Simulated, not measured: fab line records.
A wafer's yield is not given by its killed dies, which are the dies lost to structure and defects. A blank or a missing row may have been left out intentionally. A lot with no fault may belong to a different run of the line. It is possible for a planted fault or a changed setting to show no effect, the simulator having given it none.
fab line records	flow sfq_line
record lots=5	wafers=27
route steps=325 shown INCOMING@2 M1@59 I3@133 M4@160 I4@174 A5B@209 I5@236 C5@247 M6@263
start_h: hours from the record's opening day to when the first of the lot's shown wafers began	wait_h: hours since the lot's step before	" the same as in the row above	L1.1+2: a single row standing in for several wafers	- no value present, or no start provided	* or withheld: withheld	< > ~ a bound
route shown NAME@n: names a module that has steps shown in the file, with the first one's number in the route	usual: mean and standard deviation over wafers with no fault	same: alike in all rows	chamber/n: place in a boat	sites: each site's reading	_std_site: how widely they spread, as a standard deviation	_edge_site: inner sites' mean taken away from outer sites' mean	radius_mm: how far each site lies from the wafer's centre	mask NAME#n: copy n	behind: tool/chamber where the wafer was last shaped	hold: cause of the lot's hold/its duration in hours/its outcome	device: transistor that didn't switch, given as n, p or np	end of line: the same wafers' tests at the end of the route	a step given without rows: its recipe and nothing more	killed: the dies lost at the first sort to structure and to defects; this is not the yield of the wafer	map: shows each die of a wafer: x if killed, . if not, _ if none is there
set.NAME: the setting that was run; set.NAME@STEP: the one run at that earlier step	model.NAME: the simulator's own value behind a step, which no gauge read
lots where settings were altered on purpose, with a table for each step and a row for each wafer
## steps
# step SFQ_TRILAYER_INCOMING_OXIDATION_002
# recipe temp_c=1000	ambient=H2O	target_thk_a=5000	p_h2o_torr=720	ox_time_s=4939
lot.wafer	tool	chamber	start_h	wait_h	set.ox_time_s	model.SiO2_of_TRILAYER_INCOMING_OXIDATION_002.thk_nm
L077.1	furnace-02	0	25.12	0.1	4939	509
L077.2	"	0	"	"	4939	509.9
L077.3	"	0	"	"	4939	496.5
L078.1	-	-	-	0.1	4939	495.2
L078.2	"	-	"	"	4939	491.2
L078.3	"	-	"	"	4939	487.2
L078.4	"	-	"	"	4939	493.2
L078.5	"	-	"	"	4939	499
L078.6	"	-	"	"	4939	496.9
L079.1	-	-	-	0.1	2834	333.4
L079.2	"	-	"	"	2834	343.3
L079.3	"	-	"	"	2834	338.6
L079.4	"	-	"	"	2834	344.2
L079.5	"	-	"	"	2834	338.3
L079.6	"	-	"	"	2834	339.2
L081.1	-	-	-	0.1	4939	507.4
L081.2	"	-	"	"	4939	498.7
L081.3	"	-	"	"	4939	509.1
L081.4	"	-	"	"	4939	506.5
L081.5	"	-	"	"	4939	507.9
L081.6	"	-	"	"	4939	502.9
L082.1	-	-	-	0.1	4939	482.1
L082.2	"	-	"	"	4939	475.5
L082.3	"	-	"	"	4939	472.8
L082.4	"	-	"	"	4939	476.9
L082.5	"	-	"	"	4939	480.7
L082.6	"	-	"	"	4939	484.7
# step SFQ_TRILAYER_M1_DEP_SPUTTER_037
# recipe material=Nb	base_pressure_pa=1.33e-06	chamber_pressure_pa=0.1333	substrate_temp_c=20	resputter_cathode_voltage_v=400	target_thk_nm=200	power_w=2000	time_s=133.3
lot.wafer	tool	chamber	start_h	wait_h	set.time_s	model.Nb_of_TRILAYER_M1_DEP_SPUTTER_037.thk_nm
L077.1	pvd_sputter-06	-	297.98	0.0	133.3	202.6
L077.2	"	-	"	"	133.3	200.5
L077.3	"	-	"	"	133.3	201.6
L078.1	pvd_sputter-04	-	300.38	0.0	133.3	201.7
L078.2	"	-	"	"	133.3	200.5
L078.3+5	"	-	"	"	133.3	199.7
L078.4	"	-	"	"	133.3	200.6
L078.6	"	-	"	"	133.3	201.1
L079.1	pvd_sputter-06	-	345.83	0.0	197.6	297.2
L079.2	"	-	"	"	133.3	199.6
L079.3	"	-	"	"	197.6	296.1
L079.4	"	-	"	"	197.6	295.6
L079.5	"	-	"	"	133.3	199.9
L079.6	"	-	"	"	133.3	201.1
L081.1+5	pvd_sputter-05	-	363.83	0.0	158.4	238.3
L081.2	"	-	"	"	133.3	200.5
L081.3	"	-	"	"	158.4	237.3
L081.4	"	-	"	"	133.3	199
L081.6	"	-	"	"	133.3	200.8
L082.1	pvd_sputter-06	-	368.23	0.0	133.3	199.6
L082.2	"	-	"	"	133.3	200.3
L082.3	"	-	"	"	92.99	140.2
L082.4	"	-	"	"	92.99	140.4
L082.5	"	-	"	"	133.3	199.2
L082.6	"	-	"	"	92.99	140.1
# step SFQ_M1_RS_MEAS_909
# recipe thk_meas_gauge=four-point-probe	reads=Nb_of_TRILAYER_M1_DEP_SPUTTER_037
# usual M1_NB_RS=0.888/0.0056
lot.wafer	tool	chamber	start_h	wait_h	set.time_s@TRILAYER_M1_DEP_SPUTTER_037	M1_NB_RS[ohm/sq]
L077.1	film_metro-03	-	298.08	0.0	133.3	0.879
L077.2	"	-	"	"	133.3	0.888
L077.3	"	-	"	"	133.3	0.881
L078.1	film_metro-02	-	300.48	0.0	133.3	0.881
L078.2	"	-	"	"	133.3	0.886
L078.3	"	-	"	"	133.3	0.890
L078.4	"	-	"	"	133.3	0.886
L078.5	"	-	"	"	133.3	0.890
L078.6	"	-	"	"	133.3	0.884
L079.1	film_metro-01	-	345.92	0.0	197.6	0.597
L079.2	"	-	"	"	133.3	0.892
L079.3	"	-	"	"	197.6	0.600
L079.4	"	-	"	"	197.6	0.601
L079.5	"	-	"	"	133.3	0.890
L079.6	"	-	"	"	133.3	0.885
L081.1	film_metro-01	-	363.92	0.0	158.4	0.747
L081.2	"	-	"	"	133.3	0.889
L081.3	"	-	"	"	158.4	0.749
L081.4	"	-	"	"	133.3	0.895
L081.5	"	-	"	"	158.4	0.747
L081.6	"	-	"	"	133.3	0.886
L082.1	film_metro-02	-	368.32	0.0	133.3	0.892
L082.2	"	-	"	"	133.3	0.886
L082.3	"	-	"	"	92.99	1.274
L082.4	"	-	"	"	92.99	1.271
L082.5	"	-	"	"	133.3	0.892
L082.6	"	-	"	"	92.99	1.272
# step SFQ_TRILAYER_M1_BARC_OPEN_METAL_ETCH_054
# recipe mask_material=PR	chemistry=O2	target_depth_nm=125	target=BARC	icp_w=600	bias_w=80	pressure_mtorr=10	time_s=41.7
# usual oes_product_au=0.685/0.0055
lot.wafer	tool	chamber	start_h	wait_h	set.time_s	oes_product_au	model.KrF_of_TRILAYER_M1_LITHO_COAT_039.thk_nm
L077.1	rie_metal-01	0	433.89	0.0	41.7	0.689	523.4
L077.2	"	1	"	"	41.7	0.683	525.4
L077.3	"	1	"	"	41.7	0.692	523.5
L078.1	rie_metal-02	1	435.09	0.0	51.06	0.652	513.3
L078.2	"	0	"	"	51.06	0.659	511.4
L078.3	"	0	"	"	41.7	0.680	523.6
L078.4	"	1	"	"	41.7	0.686	524.6
L078.5	"	0	"	"	51.06	0.663	512
L078.6	"	1	"	"	41.7	0.681	523.4
L079.1	rie_metal-01	1	480.60	0.0	56.09	0.651	-
L079.2	"	0	"	"	56.09	0.653	504.7
L079.3	"	0	"	"	41.7	0.679	-
L079.4	"	1	"	"	56.09	0.652	-
L079.5	"	0	"	"	41.7	0.679	523.1
L079.6	"	1	"	"	41.7	0.681	523.8
L081.1	rie_metal-04	0	505.80	0.0	41.7	0.695	-
L081.2	"	1	"	"	58.07	0.646	501.8
L081.3	"	0	"	"	41.7	0.694	-
L081.4	"	1	"	"	41.7	0.696	519.1
L081.5	"	1	"	"	58.07	0.648	-
L081.6	"	0	"	"	58.07	0.655	500.6
L082.1	rie_metal-04	0	509.40	0.0	41.7	0.687	520
L082.2	"	1	"	"	41.7	0.679	521.4
L082.3	"	0	"	"	26.58	0.858	-
L082.4	"	1	"	"	41.7	0.677	-
L082.5	"	1	"	"	26.58	0.868	540.9
L082.6	"	0	"	"	26.58	0.861	-
# step SFQ_TRILAYER_M1_ETCH_METAL_ETCH_042
# recipe target=Nb	stop_on=SiO2	mask_material=PR	chemistry=Cl2/Ar	target_depth_nm=240	icp_w=600	bias_w=80	pressure_mtorr=10	time_s=120
# usual oes_product_au=0.896/0.0051
lot.wafer	tool	chamber	start_h	wait_h	set.time_s@TRILAYER_M1_DEP_SPUTTER_037	oes_product_au
L077.1	rie_metal-01	0	433.95	0.0	133.3	0.899
L077.2	"	1	"	"	133.3	0.896
L077.3	"	1	"	"	133.3	0.902
L078.1	rie_metal-02	1	435.15	0.0	133.3	0.897
L078.2	"	0	"	"	133.3	0.890
L078.3	"	0	"	"	133.3	0.893
L078.4	"	1	"	"	133.3	0.893
L078.5	"	0	"	"	133.3	0.887
L078.6	"	1	"	"	133.3	0.905
L079.1	rie_metal-01	1	480.66	0.0	197.6	1.004
L079.2	"	0	"	"	133.3	0.889
L079.3	"	0	"	"	197.6	1.000
L079.4	"	1	"	"	197.6	1.017
L079.5	"	0	"	"	133.3	0.894
L079.6	"	1	"	"	133.3	0.902
L081.1	rie_metal-04	0	505.86	0.0	158.4	0.988
L081.2	"	1	"	"	133.3	0.905
L081.3	"	0	"	"	158.4	0.991
L081.4	"	1	"	"	133.3	0.900
L081.5	"	1	"	"	158.4	0.990
L081.6	"	0	"	"	133.3	0.900
L082.1	rie_metal-04	0	509.46	0.0	133.3	0.893
L082.2	"	1	"	"	133.3	0.895
L082.3	"	0	"	"	92.99	0.746
L082.4	"	1	"	"	92.99	0.738
L082.5	"	1	"	"	133.3	0.897
L082.6	"	0	"	"	92.99	0.745
# step SFQ_TRILAYER_I3_DEP_PECVD_081
# recipe material=SiO2	temp_c=150	time_s=111.11	pressure_torr=2.4	rf_w=183.3	precursor=SiH4/N2O	target_thk_nm=500
lot.wafer	tool	chamber	start_h	wait_h	set.time_s	model.SiO2_of_TRILAYER_I3_DEP_PECVD_081.thk_nm
L077.1	pecvd-02	2	788.38	0.0	111.11	497.9
L077.2	"	0	"	"	111.11	497
L077.3	"	1	"	"	111.11	494.3
L078.1	pecvd-04	0	789.84	0.0	63.85	282.9
L078.2	"	2	"	"	111.11	495.5
L078.3	"	1	"	"	63.85	283.5
L078.4	"	1	"	"	63.85	290.4
L078.5	"	2	"	"	111.11	499.9
L078.6	"	0	"	"	111.11	501.6
L079.1	pecvd-02	2	827.24	0.0	130.6	594.4
L079.2	"	0	"	"	111.11	503.5
L079.3	"	1	"	"	111.11	501.3
L079.4	"	0	"	"	130.6	601.8
L079.5	"	1	"	"	130.6	602
L079.6	"	2	"	"	111.11	510.8
L081.1	pecvd-02	1	847.76	0.0	111.11	496.6
L081.2	"	0	"	"	147.9	665.2
L081.3	"	2	"	"	147.9	666.5
L081.4	"	0	"	"	111.11	517.1
L081.5	"	2	"	"	147.9	673.3
L081.6	"	1	"	"	111.11	505.2
L082.1	pecvd-04	2	870.59	0.0	141.2	632.5
L082.2	"	0	"	"	111.11	494.4
L082.3	"	1	"	"	111.11	499.3
L082.4	"	0	"	"	141.2	635.9
L082.5	"	2	"	"	111.11	502.5
L082.6	"	1	"	"	141.2	640.5
# step SFQ_TRILAYER_I3_CMP_CMP_082
# recipe material=SiO2	down_force_psi=3	platen_rpm=60	pad_velocity_m_s=0.94248
# usual time_to_endpoint_s=212/5.8
lot.wafer	tool	chamber	start_h	wait_h	set.time_s@TRILAYER_I3_DEP_PECVD_081	time_to_endpoint_s
L077.1	cmp-01	1	791.89	3.5	111.11	210
L077.3	"	3	792.89	4.5	111.11	207
L077.2	"	0	"	"	111.11	207
L078.2	cmp-01	0	794.89	5.0	111.11	215
L078.3	"	1	"	"	63.85	60
L078.1	"	2	"	"	63.85	59
L078.4	"	3	"	"	63.85	61
L078.5	"	0	"	"	111.11	211
L078.6	"	1	"	"	111.11	213
L079.4	cmp-01	3	827.89	0.6	130.6	282
L079.2	"	0	"	"	111.11	216
L079.3	"	1	"	"	111.11	215
L079.1	"	2	"	"	130.6	280
L079.6	"	3	"	"	111.11	220
L079.5	"	0	"	"	130.6	290
L081.1	cmp-01	0	847.84	0.0	111.11	201
L081.3	"	1	"	"	147.9	319
L081.2	"	2	"	"	147.9	323
L081.4	"	3	"	"	111.11	213
L081.6	"	0	"	"	111.11	206
L081.5	"	1	"	"	147.9	329
L082.1	cmp-02	0	880.07	9.4	141.2	304
L082.3	"	1	"	"	111.11	212
L082.2	"	2	"	"	111.11	207
L082.4	"	3	"	"	141.2	319
L082.5	"	0	"	"	111.11	221
L082.6	"	1	"	"	141.2	311
# step SFQ_TRILAYER_M4_ETCH_METAL_ETCH_096
# recipe target=Nb	stop_on=SiO2	mask_material=PR	chemistry=Cl2/Ar	target_depth_nm=240	icp_w=600	bias_w=80	pressure_mtorr=10	time_s=120
# usual oes_product_au=0.896/0.0075
lot.wafer	tool	chamber	start_h	wait_h	set.time_s	oes_product_au	model.etch.depth_nm	model.M4.feature_depth_nm
L077.1	rie_metal-01	0	1075.15	0.1	120	0.910	206.1	206.1
L077.2	"	0	"	"	120	0.897	203.9	203.9
L077.3	"	0	"	"	120	0.908	205.7	205.7
L078.1	rie_metal-01	0	1082.35	0.1	120	0.896	203	203
L078.2	"	0	"	"	120	0.904	203.1	203.1
L078.3	"	0	"	"	59.98	0.997	119.2	119.2
L078.4	"	0	"	"	59.98	1.003	119.6	119.6
L078.5	"	0	"	"	59.98	0.997	119.5	119.5
L078.6	"	0	"	"	120	0.903	204.5	204.5
L079.1	rie_metal-01	0	1121.58	0.0	120	0.895	-	200
L079.2	"	1	"	"	120	0.888	198.3	198.3
L079.3	"	1	"	"	120	0.887	-	199.5
L079.4	"	0	"	"	183.5	0.861	-	213.5
L079.5	"	1	"	"	183.5	0.858	199.1	211.9
L079.6	"	0	"	"	183.5	0.858	199.4	212.1
L081.1	rie_metal-01	0	1131.18	0.0	120	0.889	-	199.7
L081.2	"	1	"	"	97.87	0.987	196.7	196.7
L081.3	"	0	"	"	120	0.899	-	199.4
L081.4	"	1	"	"	97.87	0.999	197.7	197.7
L081.5	"	0	"	"	97.87	0.992	-	195.4
L081.6	"	1	"	"	120	0.885	197.8	197.8
L082.1	rie_metal-03	1	1140.78	0.0	120	0.888	199.4	199.4
L082.2	"	0	"	"	87.79	1.000	177.4	177.4
L082.3	"	1	"	"	120	0.880	-	197.1
L082.4	"	0	"	"	120	0.895	-	197.2
L082.5	"	0	"	"	87.79	0.998	175.7	175.7
L082.6	"	1	"	"	87.79	0.991	-	173.2
# step SFQ_TRILAYER_I4_VIA_BARC_OPEN_VIA_ETCH_146
# recipe mask_material=PR	chemistry=O2	target_depth_nm=125	target=BARC	source_w=500	bias_w=80	pressure_mtorr=30	time_s=41.7
# usual oes_product_au=0.685/0.0051
lot.wafer	tool	chamber	start_h	wait_h	set.time_s	oes_product_au	model.KrF_of_TRILAYER_I4_VIA_LITHO_COAT_103.thk_nm
L077.1	rie_diel-01	0	1225.87	0.0	41.7	0.687	571.6
L077.2	"	1	"	"	41.7	0.687	570.1
L077.3	"	3	"	"	41.7	0.687	571.6
L078.1	rie_diel-03	3	1231.87	0.0	41.7	0.695	575.1
L078.2	"	0	"	"	29.72	0.814	588.9
L078.3	"	1	"	"	41.7	0.681	575.3
L078.4	"	2	"	"	29.72	0.817	588.7
L078.5	"	1	"	"	41.7	0.689	574.2
L078.6	"	0	"	"	29.72	0.816	589.9
L079.1	rie_diel-01	3	1261.87	0.0	41.7	0.684	573.8
L079.2	"	2	"	"	58.69	0.648	550.8
L079.3	"	0	"	"	41.7	0.685	572
L079.4	"	1	"	"	58.69	0.648	550.3
L079.5	"	1	"	"	58.69	0.647	552.7
L079.6	"	0	"	"	41.7	0.692	573.8
L081.1	rie_diel-02	1	1275.19	0.0	21.24	0.973	597.9
L081.2	"	2	"	"	21.24	0.974	600.6
L081.3	"	3	"	"	41.7	0.691	573.6
L081.4	"	0	"	"	41.7	0.685	573.3
L081.5	"	3	"	"	21.24	0.968	597
L081.6	"	2	"	"	41.7	0.690	572.3
L082.1	rie_diel-03	2	1284.79	0.0	41.7	0.681	574.1
L082.2	"	0	"	"	41.7	0.688	573.7
L082.3	"	1	"	"	57.08	0.648	554.8
L082.4	"	3	"	"	57.08	0.644	554.4
L082.5	"	3	"	"	57.08	0.647	555.8
L082.6	"	2	"	"	41.7	0.668	573.5
# step SFQ_TRILAYER_A5B_DEP_PECVD_129
# recipe material=SiO2	temp_c=150	time_s=133.33	pressure_torr=2.4	rf_w=183.3	precursor=SiH4/N2O	target_thk_nm=600
lot.wafer	tool	chamber	start_h	wait_h	set.time_s	model.SiO2_of_TRILAYER_A5B_DEP_PECVD_129.thk_nm
L077.1	pecvd-03	1	1467.50	0.0	133.33	591.8
L077.2	"	0	"	"	133.33	589.8
L077.3	"	2	"	"	133.33	589.4
L078.1	pecvd-04	2	1469.90	0.0	102.4	458.1
L078.2	"	0	"	"	133.33	595.9
L078.3	"	1	"	"	133.33	595.7
L078.4	"	1	"	"	133.33	603.8
L078.5	"	2	"	"	102.4	468.2
L078.6	"	0	"	"	102.4	464.4
L079.1	pecvd-04	0	1479.50	0.0	133.33	603.2
L079.2	"	2	"	"	133.33	603.4
L079.3	"	1	"	"	133.33	602.7
L079.4	"	1	"	"	133.33	608.4
L079.5	"	0	"	"	133.33	609.5
L079.6	"	2	"	"	133.33	613.9
L081.1	pecvd-01	1	1495.42	0.0	133.33	598
L081.2	"	2	"	"	133.33	589.4
L081.3	"	0	"	"	95.53	437.1
L081.4	"	2	"	"	95.53	432.9
L081.5	"	0	"	"	95.53	433.1
L081.6	"	1	"	"	133.33	609.5
L082.1	pecvd-04	0	1501.42	0.0	133.33	599.5
L082.2	"	2	"	"	133.33	589.8
L082.3	"	1	"	"	133.33	600.1
L082.4	"	2	"	"	133.33	611.8
L082.5	"	0	"	"	133.33	605.3
L082.6	"	1	"	"	133.33	603.8
# step SFQ_TRILAYER_I5_BARC_OPEN_VIA_ETCH_200
# recipe mask_material=PR	chemistry=O2	target_depth_nm=125	target=BARC	source_w=500	bias_w=80	pressure_mtorr=30	time_s=41.7
# usual oes_product_au=0.688/0.0037
lot.wafer	tool	chamber	start_h	wait_h	set.time_s	oes_product_au	model.KrF_of_TRILAYER_I5_LITHO_COAT_144.thk_nm
L077.1	rie_diel-02	3	1529.59	0.0	41.7	0.694	572.7
L077.2	"	0	"	"	41.7	0.692	573.5
L077.3	"	1	"	"	41.7	0.689	572.1
L078.1	rie_diel-02	3	1532.60	0.0	41.7	0.691	575.7
L078.2	"	2	"	"	41.7	0.685	574
L078.3	"	1	"	"	41.7	0.686	574.4
L078.4	"	0	"	"	41.7	0.691	573.2
L078.5	"	1	"	"	41.7	0.686	573.4
L078.6	"	0	"	"	41.7	0.687	574.7
L079.1	rie_diel-02	0	1545.80	0.0	41.7	0.692	573.6
L079.2	"	2	"	"	41.7	0.686	574.5
L079.3	"	3	"	"	41.7	0.684	572.9
L079.4	"	1	"	"	41.7	0.691	573.3
L079.5	"	1	"	"	41.7	0.684	571.9
L079.6	"	0	"	"	41.7	0.690	572.9
L081.1	rie_diel-02	1	1573.16	0.0	21.63	0.969	595.3
L081.2	"	3	"	"	41.7	0.686	571.8
L081.3	"	0	"	"	41.7	0.686	572.2
L081.4	"	2	"	"	21.63	0.974	596.2
L081.5	"	0	"	"	21.63	0.974	597.5
L081.6	"	3	"	"	41.7	0.681	571
L082.1	rie_diel-01	3	1582.76	0.0	41.7	0.687	572.5
L082.2	"	1	"	"	41.7	0.681	570.9
L082.3	"	0	"	"	59.73	0.643	549.1
L082.4	"	2	"	"	59.73	0.644	550
L082.5	"	3	"	"	41.7	0.685	570.8
L082.6	"	0	"	"	59.73	0.649	547.7
# step SFQ_TRILAYER_C5_BARC_OPEN_VIA_ETCH_210
# recipe mask_material=PR	chemistry=O2	target_depth_nm=125	target=BARC	source_w=500	bias_w=80	pressure_mtorr=30	time_s=41.7
# usual oes_product_au=0.686/0.0049
lot.wafer	tool	chamber	start_h	wait_h	set.time_s	oes_product_au	model.KrF_of_TRILAYER_C5_LITHO_COAT_151.thk_nm
L077.1	rie_diel-04	2	1541.00	0.0	41.7	0.688	570.1
L077.2	"	1	"	"	41.7	0.683	568.1
L077.3	"	3	"	"	41.7	0.690	568.7
L078.1	rie_diel-04	1	1544.60	0.0	19.41	0.993	597.8
L078.2	"	2	"	"	19.41	1.001	598.3
L078.3	"	0	"	"	41.7	0.685	572
L078.4	"	3	"	"	19.41	0.986	597.8
L078.5	"	2	"	"	41.7	0.688	574.3
L078.6	"	1	"	"	41.7	0.688	572.7
L079.1	rie_diel-02	3	1560.00	0.0	54.69	0.653	553.4
L079.2	"	1	"	"	54.69	0.660	554.4
L079.3	"	2	"	"	41.7	0.683	570.4
L079.4	"	2	"	"	41.7	0.684	569.7
L079.5	"	1	"	"	41.7	0.680	568.4
L079.6	"	3	"	"	54.69	0.656	554.6
L081.1	rie_diel-02	1	1589.96	0.0	49.71	0.676	558.7
L081.2	"	0	"	"	41.7	0.675	568.7
L081.3	"	2	"	"	49.71	0.657	559.2
L081.4	"	3	"	"	41.7	0.687	568
L081.5	"	3	"	"	49.71	0.666	558.9
L081.6	"	2	"	"	41.7	0.685	569.5
L082.1	rie_diel-02	0	1601.51	0.0	41.7	0.689	571.8
L082.2	"	1	"	"	41.7	0.689	571.5
L082.3	"	3	"	"	41.7	0.682	573.1
L082.4	"	2	"	"	41.7	0.679	571.6
L082.5	"	1	"	"	41.7	0.687	572.6
L082.6	"	0	"	"	41.7	0.688	572.4
# step SFQ_TRILAYER_M6_ETCH_METAL_ETCH_162
# recipe target=Nb	stop_on=SiO2	mask_material=PR	chemistry=Cl2/Ar	target_depth_nm=240	icp_w=600	bias_w=80	pressure_mtorr=10	time_s=120
# usual oes_product_au=0.892/0.0077
lot.wafer	tool	chamber	start_h	wait_h	set.time_s	oes_product_au	model.KrF_of_TRILAYER_M6_LITHO_COAT_159.thk_nm	model.M6.feature_depth_nm
L077.1	rie_metal-02	0	1551.86	0.0	120	0.886	382.4	198.7
L077.2	"	1	"	"	120	0.896	382.6	200.2
L077.3	"	0	"	"	120	0.893	382.6	200.1
L078.1	rie_metal-02	1	1558.86	0.0	120	0.886	382.8	198.9
L078.2	"	0	"	"	120	0.886	382	198.2
L078.3	"	1	"	"	120	0.886	381	197.7
L078.4	"	0	"	"	120	0.880	382.1	198
L078.5	"	0	"	"	120	0.887	381.3	197.1
L078.6	"	1	"	"	120	0.888	382.6	195.9
L079.1	rie_metal-03	0	1576.82	0.0	120	0.888	385.1	200.3
L079.2	"	1	"	"	159.3	0.874	340	208.4
L079.3	"	1	"	"	159.3	0.875	340	208.6
L079.4	"	0	"	"	120	0.888	383.8	199.3
L079.5	"	1	"	"	159.3	0.866	338.2	206.8
L079.6	"	0	"	"	120	0.893	384	199.8
L081.1	rie_metal-02	0	1612.37	0.0	87.32	1.007	419.2	176
L081.2	"	1	"	"	120	0.903	381	203.1
L081.3	"	0	"	"	87.32	1.009	419.3	175
L081.4	"	1	"	"	87.32	0.995	419.9	173.5
L081.5	"	1	"	"	120	0.896	379.9	200.5
L081.6	"	0	"	"	120	0.891	381.2	199.7
L082.1	rie_metal-02	1	1621.97	0.0	120	0.881	382	196.5
L082.2	"	0	"	"	141	0.869	356.7	200.1
L082.3	"	0	"	"	120	0.889	382.1	197.4
L082.4	"	1	"	"	141	0.859	357.4	199.6
L082.5	"	1	"	"	141	0.862	356.4	199.7
L082.6	"	0	"	"	120	0.887	381.9	196.3
## key
split step=SFQ_TRILAYER_INCOMING_OXIDATION_002	setting=ox_time_s	stated=4939	by=lot
response step=SFQ_TRILAYER_INCOMING_OXIDATION_002	reading=model.SiO2_of_TRILAYER_INCOMING_OXIDATION_002.thk_nm	change=+3.64	per=1%	r=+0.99
split step=SFQ_TRILAYER_M1_DEP_SPUTTER_037	setting=time_s	stated=133.3	by=wafer
response step=SFQ_TRILAYER_M1_DEP_SPUTTER_037	reading=model.Nb_of_TRILAYER_M1_DEP_SPUTTER_037.thk_nm	change=+1.99	per=1%	r=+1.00
response step=SFQ_M1_RS_MEAS_909	reading=M1_NB_RS	change=-0.00785	per=1%	r=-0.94
response step=SFQ_TRILAYER_M1_ETCH_METAL_ETCH_042	reading=oes_product_au	change=+0.00324	per=1%	r=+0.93
split step=SFQ_TRILAYER_M1_BARC_OPEN_METAL_ETCH_054	setting=time_s	stated=41.7	by=wafer
response step=SFQ_TRILAYER_M1_BARC_OPEN_METAL_ETCH_054	reading=oes_product_au	shape=bent	at_lowest=0.862	at_stated=0.685	at_highest=0.650
response step=SFQ_TRILAYER_M1_BARC_OPEN_METAL_ETCH_054	reading=model.KrF_of_TRILAYER_M1_LITHO_COAT_039.thk_nm	change=-0.515	per=1%	r=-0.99
split step=SFQ_TRILAYER_I3_DEP_PECVD_081	setting=time_s	stated=111.11	by=wafer
response step=SFQ_TRILAYER_I3_DEP_PECVD_081	reading=model.SiO2_of_TRILAYER_I3_DEP_PECVD_081.thk_nm	change=+5.02	per=1%	r=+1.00
response step=SFQ_TRILAYER_I3_CMP_CMP_082	reading=time_to_endpoint_s	change=*	per=1%	r=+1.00
split step=SFQ_TRILAYER_M4_ETCH_METAL_ETCH_096	setting=time_s	stated=120	by=wafer
response step=SFQ_TRILAYER_M4_ETCH_METAL_ETCH_096	reading=oes_product_au	shape=bent	at_lowest=0.999	at_stated=0.895	at_highest=0.859
response step=SFQ_TRILAYER_M4_ETCH_METAL_ETCH_096	reading=model.etch.depth_nm	shape=bent	at_lowest=119.5	at_stated=202.4	at_highest=199.3
response step=SFQ_TRILAYER_M4_ETCH_METAL_ETCH_096	reading=model.M4.feature_depth_nm	shape=bent	at_lowest=119.5	at_stated=201	at_highest=212.5
split step=SFQ_TRILAYER_I4_VIA_BARC_OPEN_VIA_ETCH_146	setting=time_s	stated=41.7	by=wafer
response step=SFQ_TRILAYER_I4_VIA_BARC_OPEN_VIA_ETCH_146	reading=oes_product_au	shape=bent	at_lowest=0.972	at_stated=0.686	at_highest=0.648
response step=SFQ_TRILAYER_I4_VIA_BARC_OPEN_VIA_ETCH_146	reading=model.KrF_of_TRILAYER_I4_VIA_LITHO_COAT_103.thk_nm	change=-0.519	per=1%	r=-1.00
split step=SFQ_TRILAYER_A5B_DEP_PECVD_129	setting=time_s	stated=133.33	by=wafer
response step=SFQ_TRILAYER_A5B_DEP_PECVD_129	reading=model.SiO2_of_TRILAYER_A5B_DEP_PECVD_129.thk_nm	change=+5.81	per=1%	r=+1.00
split step=SFQ_TRILAYER_I5_BARC_OPEN_VIA_ETCH_200	setting=time_s	stated=41.7	by=wafer
response step=SFQ_TRILAYER_I5_BARC_OPEN_VIA_ETCH_200	reading=oes_product_au	shape=bent	at_lowest=0.973	at_stated=0.687	at_highest=0.645
response step=SFQ_TRILAYER_I5_BARC_OPEN_VIA_ETCH_200	reading=model.KrF_of_TRILAYER_I5_LITHO_COAT_144.thk_nm	change=-0.515	per=1%	r=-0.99
split step=SFQ_TRILAYER_C5_BARC_OPEN_VIA_ETCH_210	setting=time_s	stated=41.7	by=wafer
response step=SFQ_TRILAYER_C5_BARC_OPEN_VIA_ETCH_210	reading=oes_product_au	change=-0.00417	per=1%	r=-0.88
response step=SFQ_TRILAYER_C5_BARC_OPEN_VIA_ETCH_210	reading=model.KrF_of_TRILAYER_C5_LITHO_COAT_151.thk_nm	change=-0.477	per=1%	r=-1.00
split step=SFQ_TRILAYER_M6_ETCH_METAL_ETCH_162	setting=time_s	stated=120	by=wafer
response step=SFQ_TRILAYER_M6_ETCH_METAL_ETCH_162	reading=oes_product_au	shape=bent	at_lowest=1.004	at_stated=0.889	at_highest=0.872
response step=SFQ_TRILAYER_M6_ETCH_METAL_ETCH_162	reading=model.KrF_of_TRILAYER_M6_LITHO_COAT_159.thk_nm	change=-1.4	per=1%	r=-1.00
response step=SFQ_TRILAYER_M6_ETCH_METAL_ETCH_162	reading=model.M6.feature_depth_nm	shape=bent	at_lowest=174.9	at_stated=198.8	at_highest=207.9
